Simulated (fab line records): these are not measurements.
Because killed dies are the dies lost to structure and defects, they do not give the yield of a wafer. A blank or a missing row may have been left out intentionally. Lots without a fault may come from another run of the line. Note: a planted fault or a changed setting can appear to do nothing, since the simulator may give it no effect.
Which tool was responsible? | flow sky130 | route of 708 steps, sampled at 1 step: 12 lots, 36 wafers

WHAT THE GAUGES SHOWED, per wafer
SKY_METAL1_CD_MEAS_15: target cd 140 nm.
lot  | measured     | on       | cdNm (nm)
L075 | day 32 20:06 | cdSem-01 | 140.5 139.7 140.8
L077 | day 33 11:34 | cdSem-01 | 138.4 137.8 138.8
L079 | day 34 10:24 | cdSem-01 | 141.4 139.7 141.7
L081 | day 34 20:23 | cdSem-02 | 139.7 139.3 139.2
L082 | day 36 07:34 | cdSem-01 | 141.3 141.5 140.6
L084 | day 36 09:56 | cdSem-01 | 138.0 139.8 138.8
L087 | day 36 22:23 | cdSem-01 | 138.7 138.4 140.1
L089 | day 37 18:50 | cdSem-02 | 140.8 139.7 141.2
L092 | day 38 05:03 | cdSem-02 | 137.3 137.6 138.1
L093 | day 38 12:02 | cdSem-01 | 138.1 139.8 141.3
L095 | day 38 23:32 | cdSem-01 | 139.0 140.8 139.8
L097 | day 39 14:15 | cdSem-02 | 140.8 141.0 141.9

WHICH TOOL RAN EACH LOT (tool, then ch and the chambers of the sampled wafers, then the start)
The record holds no process step before these readings.

THE ANSWER, worked out from the rows above alone
Rule: what is usual is taken from the lots themselves. The widest of any qualifying gaps counts: lots, ordered by their means at a reading, are off when they make up no more than a third of the lots, leave a main group of 4 or more, and stand apart from it by 3 or more times the standard deviation of that group's means. If all means in a main group match to the digits the tables above print for the reading, that group is not used. A lot without any number at a reading at which 4 lots or more have one is off too. The other lots that the step has rows for count as sound.
Nothing can be told from this: no lot is off at any reading shown.

WHAT THE SIMULATOR HAD INSERTED
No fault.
